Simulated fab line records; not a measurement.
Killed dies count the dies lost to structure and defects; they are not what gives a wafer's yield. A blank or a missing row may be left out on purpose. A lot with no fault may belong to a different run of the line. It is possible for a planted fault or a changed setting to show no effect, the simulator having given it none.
What tool caused it? | flow gf180mcu | 12 lots, 36 wafers sampled, at 5 steps of a route of 602

## WHAT THE GAUGES READ, wafer by wafer
GF_STI_THK_MEAS_22.
lot  | measured    | on           | STI_OXIDATION_01_THK (nm)
L472 | day 2 03:25 | filmMetro-04 | 15.5 15.6 15.3
L475 | day 2 19:24 | filmMetro-02 | 16.0 15.9 15.9
L476 | day 3 00:16 | filmMetro-02 | 14.8 14.8 14.8
L477 | day 3 04:53 | filmMetro-02 | 14.8 14.9 14.8
L478 | day 3 10:49 | filmMetro-03 | 14.6 14.8 14.9
L480 | day 3 21:14 | filmMetro-03 | 14.4 14.5 14.5
L481 | day 4 01:06 | filmMetro-02 | 15.1 15.0 15.1
L484 | day 4 16:46 | filmMetro-04 | 15.3 15.7 15.5
L489 | day 5 18:57 | filmMetro-04 | 15.3 15.4 15.3
L490 | day 5 23:24 | filmMetro-04 | 15.0 15.0 15.0
L491 | day 6 05:41 | filmMetro-02 | 15.2 15.5 15.3
L493 | day 6 15:59 | filmMetro-02 | 14.9 15.1 14.9

GF_VT_IMPLANT_RS_MEAS_48: measures by four-point-probe.
lot  | measured     | on           | LVPWELL_RS (ohm/sq)
L472 | day 7 15:01  | filmMetro-01 | 1195.1 1193.1 1194.6
L475 | day 8 09:31  | filmMetro-03 | 1196.2 1195.6 1196.9
L476 | day 8 16:53  | filmMetro-01 | 1196.2 1198.4 1197.1
L477 | day 8 22:12  | filmMetro-01 | 1199.3 1199.0 1199.3
L478 | day 9 07:10  | filmMetro-03 | 1197.2 1196.8 1196.4
L480 | day 9 20:31  | filmMetro-03 | 1195.1 1195.9 1197.2
L481 | day 10 01:53 | filmMetro-03 | 1197.4 1194.9 1200.3
L484 | day 10 21:04 | filmMetro-03 | 1173.3 1172.5 1173.6
L489 | day 12 04:41 | filmMetro-04 | 1170.5 1172.6 1172.6
L490 | day 12 12:52 | filmMetro-01 | 1196.9 1197.2 1196.2
L491 | day 12 20:38 | filmMetro-03 | 1195.5 1194.6 1198.2
L493 | day 13 10:17 | filmMetro-04 | 1195.2 1193.1 1192.7

## WHAT TOOL EACH LOT RAN ON (gives the tool, then ch and the chambers of the sampled wafers, and finally the start)
lot  | GF_LVPWELL_IMPLANT_09          | GF_LVPWELL_STRIP_10                | GF_MVSD_STRIP_10
L472 | implanter-02 ch 0, day 3 21:04 | plasmaAsher-01 ch 0,1, day 3 21:13 | plasmaAsher-04 ch 0,1, day 4 11:29
L475 | implanter-04 ch 0, day 4 12:56 | plasmaAsher-02 ch 0,1, day 4 13:05 | plasmaAsher-02 ch 0,1, day 5 03:35
L476 | implanter-04 ch 0, day 4 19:37 | plasmaAsher-04 ch 1, day 4 19:46   | plasmaAsher-02 ch 0,1, day 5 10:03
L477 | implanter-02 ch 0, day 5 00:34 | plasmaAsher-04 ch 0, day 5 00:41   | plasmaAsher-04 ch 0,1, day 5 15:14
L478 | implanter-04 ch 0, day 5 07:27 | plasmaAsher-01 ch 0,1, day 5 07:36 | plasmaAsher-04 ch 0,1, day 5 22:14
L480 | implanter-02 ch 0, day 5 17:43 | plasmaAsher-01 ch 0,1, day 5 17:49 | plasmaAsher-04 ch 0,1, day 6 09:26
L481 | implanter-04 ch 0, day 5 23:18 | plasmaAsher-01 ch 0,1, day 5 23:27 | plasmaAsher-02 ch 0,1, day 6 14:26
L484 | implanter-04 ch 0, day 6 15:04 | plasmaAsher-02 ch 0,1, day 6 15:12 | plasmaAsher-03 ch 0,1, day 7 07:29
L489 | implanter-04 ch 0, day 7 20:06 | plasmaAsher-04 ch 0,1, day 7 20:15 | plasmaAsher-04 ch 0,1, day 8 12:32
L490 | implanter-03 ch 0, day 8 01:30 | plasmaAsher-02 ch 0,1, day 8 01:39 | plasmaAsher-04 ch 0,1, day 8 17:54
L491 | implanter-03 ch 0, day 8 08:08 | plasmaAsher-04 ch 0,1, day 8 08:15 | plasmaAsher-04 ch 0, day 9 01:24
L493 | implanter-03 ch 0, day 8 19:05 | plasmaAsher-04 ch 0,1, day 8 19:14 | plasmaAsher-04 ch 0,1, day 9 12:31
- GF_LVPWELL_IMPLANT_09
- GF_LVPWELL_STRIP_10: strips in O2/N2.
- GF_MVSD_STRIP_10: strips in O2/N2.

## AS READ BY THE TOOLS THEMSELVES (means over the sampled wafers that have a number; for cases with no such wafer, the mark the record gives instead)
GF_LVPWELL_IMPLANT_09.
lot  | tool         | doseIonsCm2 | faradayCurrentUA
L472 | implanter-02 | 4.999e+12   | 28.2
L475 | implanter-04 | 5.001e+12   | 28.4
L476 | implanter-04 | 5.005e+12   | 28.3
L477 | implanter-02 | 4.997e+12   | 28.1
L478 | implanter-04 | 5.002e+12   | 28.5
L480 | implanter-02 | 4.995e+12   | 28.1
L481 | implanter-04 | 5.005e+12   | 28.8
L484 | implanter-04 | 5.537e+12   | 31.5
L489 | implanter-04 | 5.550e+12   | 31.3
L490 | implanter-03 | 4.997e+12   | 27.5
L491 | implanter-03 | 4.995e+12   | 28.3
L493 | implanter-03 | 4.998e+12   | 28.3

GF_LVPWELL_STRIP_10.
lot  | tool           | drypumpMotorCurrentA (A) | heaterPowerW (W) | oesProductAu (a.u.) | stripTimeToEndpointS (s)
L472 | plasmaAsher-01 | 5.2                      | 374              | 0.727               | 36.83
L475 | plasmaAsher-02 | 5.9                      | 359              | 0.721               | 37.15
L476 | plasmaAsher-04 | 6.1                      | 307              | 0.728               | 36.99
L477 | plasmaAsher-04 | 5.2                      | 349              | 0.716               | 37.21
L478 | plasmaAsher-01 | 5.5                      | 381              | 0.725               | 36.94
L480 | plasmaAsher-01 | 5.5                      | 381              | 0.725               | 37.06
L481 | plasmaAsher-01 | 5.1                      | 372              | 0.720               | 36.78
L484 | plasmaAsher-02 | 6.0                      | 358              | 0.726               | 36.90
L489 | plasmaAsher-04 | 5.8                      | 321              | 0.722               | 36.94
L490 | plasmaAsher-02 | 6.0                      | 353              | 0.724               | 37.04
L491 | plasmaAsher-04 | 5.5                      | 333              | 0.721               | 36.93
L493 | plasmaAsher-04 | 5.5                      | 332              | 0.721               | 36.85

GF_MVSD_STRIP_10.
lot  | tool           | drypumpMotorCurrentA (A) | heaterPowerW (W) | oesProductAu (a.u.) | stripTimeToEndpointS (s)
L472 | plasmaAsher-04 | 5.8                      | 318              | 0.720               | 36.98
L475 | plasmaAsher-02 | 5.9                      | 361              | 0.723               | 36.96
L476 | plasmaAsher-02 | 5.9                      | 361              | 0.717               | 36.98
L477 | plasmaAsher-04 | 5.8                      | 323              | 0.718               | 36.87
L478 | plasmaAsher-04 | 5.8                      | 320              | 0.723               | 36.78
L480 | plasmaAsher-04 | 5.8                      | 326              | 0.730               | 36.75
L481 | plasmaAsher-02 | 5.9                      | 358              | 0.730               | 36.88
L484 | plasmaAsher-03 | 5.6                      | 339              | 0.718               | 37.01
L489 | plasmaAsher-04 | 5.8                      | 327              | 0.725               | 36.84
L490 | plasmaAsher-04 | 5.5                      | 341              | 0.724               | 37.02
L491 | plasmaAsher-04 | 5.2                      | 345              | 0.722               | 36.97
L493 | plasmaAsher-04 | 5.5                      | 336              | 0.721               | 36.83

## THE ANSWER, worked out from the rows above alone
Rule: the usual values come from the lots themselves. The widest of any qualifying gaps counts: lots, ordered by their means at a reading, are off when they make up no more than a third of the lots, leave a main group of 4 or more, and stand apart from it by 3 or more times the standard deviation of that group's means. A main group is skipped when, at the precision printed for the reading in the tables above, its means are all equal. A lot without any number at a reading at which 4 lots or more have one is off too. The other lots that the step has rows for count as sound. The gauges are gone through in route order, then the tools' own readings, and for those a lot's mean is taken as printed above. The first step at which some lot is off is used, and at that step the reading that is off furthest; a lot without a number counts as furthest.
Off: L484, L489, seen at GF_VT_IMPLANT_RS_MEAS_48 (LVPWELL_RS). The main group has a mean of 1196.4 ohm/sq with a standard deviation of 1.5.
A tool fits if, at a process step before that reading, it ran every lot that is off, and no sound lot after the first of them. Not tried: the gauges at GF_VT_IMPLANT_RS_MEAS_48; whatever is off there is also off at GF_LVPWELL_IMPLANT_09, on other tools, and gauge error can't account for it. One fits: implanter-04 at GF_LVPWELL_IMPLANT_09. A fault onset in the window from L481 (day 5 23:18, its last sound lot) to L484 (day 6 15:04, its first lot off) fits.
The tool's own readings at GF_LVPWELL_IMPLANT_09 bear it out: on the lots that are off they differ by more than 5 times the standard deviation of the sound lots' means. doseIonsCm2 reads 5.544e+12 there against 4.999e+12 on the sound lots; faradayCurrentUA reads 31.4 there against 28.2 on the sound lots.

## WHAT THE SIMULATOR HAD PUT IN
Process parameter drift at GF_LVPWELL_IMPLANT_09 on implanter-04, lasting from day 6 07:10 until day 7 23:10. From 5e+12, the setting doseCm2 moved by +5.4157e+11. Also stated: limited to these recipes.
Lots struck among those shown: L484, L489. The rule given above showed the same thing.
